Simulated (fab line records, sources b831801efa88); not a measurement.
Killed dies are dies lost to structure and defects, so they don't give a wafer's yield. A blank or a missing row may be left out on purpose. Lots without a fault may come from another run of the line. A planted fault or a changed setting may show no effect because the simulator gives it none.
Chamber matching | flow gf180mcu | GF_POLY_GATE_ETCH_12 on rie_diel-02: 4 sister chambers
The step etches BARC in N2/H2. 18 wafers are shown with their chamber, then 9 later ones without.

WAFERS WITH THEIR CHAMBER
wafer  | chamber | drypump_motor_current_A (A) | oes_product_au (a.u.) | throttle_valve_pct (%)
L494.1 | 2       | 6.2                         | 0.738                 | 13.212
L494.3 | 3       | 5.2                         | 0.734                 | 13.206
L494.4 | 0       | 5.6                         | 0.743                 | 13.224
L495.1 | 3       | 5.1                         | 0.736                 | 13.218
L495.2 | 1       | 5.5                         | 0.734                 | 13.216
L495.4 | 2       | 6.2                         | 0.734                 | 13.219
L496.1 | 3       | 5.1                         | 0.732                 | 13.204
L496.3 | 0       | 5.6                         | 0.748                 | 13.207
L496.6 | 3       | 5.1                         | 0.739                 | 13.202
L499.2 | 2       | 6.2                         | 0.732                 | 13.217
L499.3 | 1       | 5.6                         | 0.735                 | 13.213
L499.4 | 0       | 5.6                         | 0.739                 | 13.216
L502.4 | 2       | 6.2                         | 0.735                 | 13.213
L502.5 | 2       | 6.2                         | 0.734                 | 13.213
L502.6 | 3       | 5.1                         | 0.732                 | 13.213
L506.3 | 0       | 5.6                         | 0.733                 | 13.218
L506.4 | 1       | 5.5                         | 0.737                 | 13.218
L506.6 | 1       | 5.6                         | 0.734                 | 13.208

SIGNATURES (means of the wafers above)
reading                 | chamber 0 | chamber 1 | chamber 2 | chamber 3 | scatter within a chamber
drypump_motor_current_A | 5.600     | 5.550     | 6.200     | 5.120     | 0.0359
oes_product_au          | 0.74075   | 0.73500   | 0.73460   | 0.73460   | 0.0036
throttle_valve_pct      | 13.21625  | 13.21375  | 13.21480  | 13.20860  | 0.00549
Rule: a wafer's distance from a chamber is the root of the sum, over the readings, of the square of ((its reading less the chamber's mean) divided by the reading's scatter). The wafer belongs to the nearest chamber; if the next one is less than 2 further off, it can't be placed. The scatter: the root of (the sum of the squares of (reading less its chamber's mean) over the shown wafers, divided by (wafers less chambers)).

WAFERS WITHOUT THEIR CHAMBER
wafer  | drypump_motor_current_A (A) | oes_product_au (a.u.) | throttle_valve_pct (%)
L507.1 | 5.1                         | 0.734                 | 13.205
L507.4 | 5.6                         | 0.733                 | 13.220
L507.5 | 5.6                         | 0.730                 | 13.210
L508.2 | 5.2                         | 0.730                 | 13.209
L508.5 | 6.2                         | 0.739                 | 13.222
L508.6 | 5.1                         | 0.732                 | 13.226
L509.1 | 6.2                         | 0.736                 | 13.212
L509.4 | 5.1                         | 0.738                 | 13.220
L509.6 | 6.2                         | 0.746                 | 13.200

WHICH CHAMBER EACH WENT THROUGH
wafer  | from the rows above     | in truth
L507.1 | 3                       | 3
L507.4 | can't be placed: 1 or 0 | 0
L507.5 | can't be placed: 1 or 0 | 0
L508.2 | 3                       | 3
L508.5 | 2                       | 2
L508.6 | 3                       | 3
L509.1 | 2                       | 2
L509.4 | 3                       | 3
L509.6 | 2                       | 2
Placed correctly: 7 of 9. Can't be placed from these rows: 2 (the true chamber is among the candidates in 2). Placed wrongly: 0.
